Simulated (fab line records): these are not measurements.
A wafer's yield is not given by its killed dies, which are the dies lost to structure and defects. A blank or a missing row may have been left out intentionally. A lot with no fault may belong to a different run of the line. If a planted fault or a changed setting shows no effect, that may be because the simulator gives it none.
The tool behind it: which one? :: flow sky130 :: 11 lots, 33 wafers sampled, at 5 steps of a route of 708

== WHAT THE GAUGES READ, wafer by wafer ==
SKY_VIA4_OVL_MEAS_11.
lot: L205
measured: day 42 15:03
on: overlay-01
VIA4_OVL (nm): 1.0 2.2 2.4

lot: L206
measured: day 42 21:34
on: overlay-02
VIA4_OVL (nm): -2.2 -0.1 -0.6

lot: L209
measured: day 43 20:50
on: overlay-01
VIA4_OVL (nm): -0.5 -2.1 -0.7

lot: L212
measured: day 44 21:13
on: overlay-01
VIA4_OVL (nm): -0.4 1.1 0.4

lot: L214
measured: day 45 05:02
on: overlay-01
VIA4_OVL (nm): -1.7 -1.0 -2.5

lot: L220
measured: day 47 20:32
on: overlay-02
VIA4_OVL (nm): -2.6 -1.3 -3.2

lot: L222
measured: day 48 05:27
on: overlay-01
VIA4_OVL (nm): 1.2 0.6 0.3

lot: L223
measured: day 48 06:32
on: overlay-02
VIA4_OVL (nm): -0.1 -0.2 -1.3

lot: L225
measured: day 48 15:38
on: overlay-01
VIA4_OVL (nm): 2.5 0.0 0.3

lot: L224
measured: day 48 19:20
on: overlay-01
VIA4_OVL (nm): 1.6 2.0 2.5

lot: L226
measured: day 49 02:54
on: overlay-01
VIA4_OVL (nm): 2.8 1.1 0.7

== WHAT TOOL EACH LOT RAN ON (gives the tool, then ch and the chambers of the sampled wafers, and finally the start) ==
lot: L205
SKY_VIA3_CVD_21: cvd-w-02 ch 0,1, day 39 10:32
SKY_METAL4_SPUTTER_00: pvd-sputter-01, day 39 11:08
SKY_METAL4_METAL_ETCH_18: rie-metal-03 ch 0,1, day 41 14:26
SKY_METAL4_STRIP_19: plasma-asher-04 ch 0,1, day 41 14:37

lot: L206
SKY_VIA3_CVD_21: cvd-w-01 ch 0,1, day 39 17:59
SKY_METAL4_SPUTTER_00: pvd-sputter-03, day 39 18:33
SKY_METAL4_METAL_ETCH_18: rie-metal-02 ch 0,1, day 41 21:42
SKY_METAL4_STRIP_19: plasma-asher-04 ch 0,1, day 41 21:51

lot: L209
SKY_VIA3_CVD_21: cvd-w-02 ch 0,1, day 40 18:25
SKY_METAL4_SPUTTER_00: pvd-sputter-01, day 40 19:01
SKY_METAL4_METAL_ETCH_18: rie-metal-02 ch 0, day 42 20:29
SKY_METAL4_STRIP_19: plasma-asher-03 ch 0,1, day 42 20:40

lot: L212
SKY_VIA3_CVD_21: cvd-w-01 ch 0,1, day 41 22:51
SKY_METAL4_SPUTTER_00: pvd-sputter-03, day 41 23:28
SKY_METAL4_METAL_ETCH_18: rie-metal-02 ch 0,1, day 43 21:59
SKY_METAL4_STRIP_19: plasma-asher-03 ch 0,1, day 43 22:10

lot: L214
SKY_VIA3_CVD_21: cvd-w-01 ch 0,1, day 42 07:25
SKY_METAL4_SPUTTER_00: pvd-sputter-04, day 42 07:58
SKY_METAL4_METAL_ETCH_18: rie-metal-02 ch 0,1, day 44 06:05
SKY_METAL4_STRIP_19: plasma-asher-04 ch 0,1, day 44 06:14

lot: L220
SKY_VIA3_CVD_21: cvd-w-02 ch 0, day 45 04:59
SKY_METAL4_SPUTTER_00: pvd-sputter-04, day 45 05:43
SKY_METAL4_METAL_ETCH_18: rie-metal-02 ch 0,1, day 46 23:35
SKY_METAL4_STRIP_19: plasma-asher-03 ch 0,1, day 46 23:46

lot: L222
SKY_VIA3_CVD_21: cvd-w-02 ch 0,1, day 45 15:17
SKY_METAL4_SPUTTER_00: pvd-sputter-04, day 45 15:53
SKY_METAL4_METAL_ETCH_18: rie-metal-02 ch 0,1, day 47 08:53
SKY_METAL4_STRIP_19: plasma-asher-01 ch 0,1, day 47 09:04

lot: L223
SKY_VIA3_CVD_21: cvd-w-02 ch 0,1, day 45 16:51
SKY_METAL4_SPUTTER_00: pvd-sputter-03, day 45 17:28
SKY_METAL4_METAL_ETCH_18: rie-metal-02 ch 0,1, day 47 11:02
SKY_METAL4_STRIP_19: plasma-asher-04 ch 0,1, day 47 11:13

lot: L225
SKY_VIA3_CVD_21: cvd-w-01 ch 0,1, day 46 02:12
SKY_METAL4_SPUTTER_00: pvd-sputter-03, day 46 02:48
SKY_METAL4_METAL_ETCH_18: rie-metal-04 ch 0,1, day 47 20:14
SKY_METAL4_STRIP_19: plasma-asher-04 ch 0,1, day 47 20:25

lot: L224
SKY_VIA3_CVD_21: cvd-w-01 ch 0,1, day 46 08:19
SKY_METAL4_SPUTTER_00: pvd-sputter-01, day 46 08:55
SKY_METAL4_METAL_ETCH_18: rie-metal-02 ch 0,1, day 48 00:26
SKY_METAL4_STRIP_19: plasma-asher-03 ch 0,1, day 48 00:37

lot: L226
SKY_VIA3_CVD_21: cvd-w-01 ch 0,1, day 46 14:21
SKY_METAL4_SPUTTER_00: pvd-sputter-04, day 46 14:55
SKY_METAL4_METAL_ETCH_18: rie-metal-03 ch 0,1, day 48 07:45
SKY_METAL4_STRIP_19: plasma-asher-04 ch 0,1, day 48 07:54
- SKY_VIA3_CVD_21: deposits W, target thk 390 nm, time 117.31 s.
- SKY_METAL4_SPUTTER_00: material Ti, target thk 15 nm, time 10 s.
- SKY_METAL4_METAL_ETCH_18: etches the open film in Cl2/BCl3, stops on SiO2, target depth 845 nm, time 183.1 s.
- SKY_METAL4_STRIP_19: strips in O2/N2.

== THE ANSWER, worked out from the rows above alone ==
Rule: the lots themselves supply what counts as usual. Put in order of their means at a reading, lots are off if they are a third of the lots or fewer, leave a main group of 4 or more, and stand apart from it by a gap of 3 or more times the standard deviation of the main group's means; of several such gaps the widest counts. Not used: any main group whose means are identical at the precision the tables above print for the reading. Also off: a lot with no number at a reading for which 4 or more lots have one. Any other lot the step has rows for is counted as sound.
No lot is off on any of the readings shown, so nothing can be concluded from this.

== WHAT WAS PUT IN BY THE SIMULATOR ==
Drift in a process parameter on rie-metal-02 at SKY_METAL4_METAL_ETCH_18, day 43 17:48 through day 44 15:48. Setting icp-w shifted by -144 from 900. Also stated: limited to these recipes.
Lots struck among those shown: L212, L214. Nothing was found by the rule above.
